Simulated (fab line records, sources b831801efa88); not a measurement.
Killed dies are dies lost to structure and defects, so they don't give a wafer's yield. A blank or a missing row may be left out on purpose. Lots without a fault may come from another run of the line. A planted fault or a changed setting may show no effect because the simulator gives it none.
Which tool did it? | flow sky130 | 6 lots, 18 wafers sampled, at 1 step of a route of 708

WHAT THE GAUGES READ, wafer by wafer
SKY_SONOS_TUNNEL_TW_MEAS_12.
lot  | measured     | on            | SONOS_TUNNEL_TW
L217 | day 11 20:34 | film_metro-01 | 200.6 200.8 200.5
L219 | day 12 10:00 | film_metro-01 | 198.8 199.3 199.2
L221 | day 13 08:00 | film_metro-03 | 196.8 198.2 198.1
L223 | day 13 23:55 | film_metro-03 | 198.3 196.9 197.7
L226 | day 14 22:17 | film_metro-03 | 198.9 198.8 197.4
L234 | day 17 20:28 | film_metro-02 | 194.8 194.5 194.4

WHICH TOOL RAN EACH LOT (tool, then ch and the chambers of the sampled wafers, then the start)
The record holds no process step before these readings.

THE ANSWER, worked out from the rows above alone
Rule: what is usual is taken from the lots themselves. Put in order of their means at a reading, lots are off if they are a third of the lots or fewer, leave a main group of 4 or more, and stand apart from it by a gap of 3 or more times the standard deviation of the main group's means; of several such gaps the widest counts. A main group whose means are all the same, to the digits that the tables above print for the reading, isn't used. A lot without any number at a reading at which 4 lots or more have one is off too. The other lots that the step has rows for count as sound.
No lot is off at any reading shown: from this, nothing can be told.

WHAT THE SIMULATOR HAD PUT IN
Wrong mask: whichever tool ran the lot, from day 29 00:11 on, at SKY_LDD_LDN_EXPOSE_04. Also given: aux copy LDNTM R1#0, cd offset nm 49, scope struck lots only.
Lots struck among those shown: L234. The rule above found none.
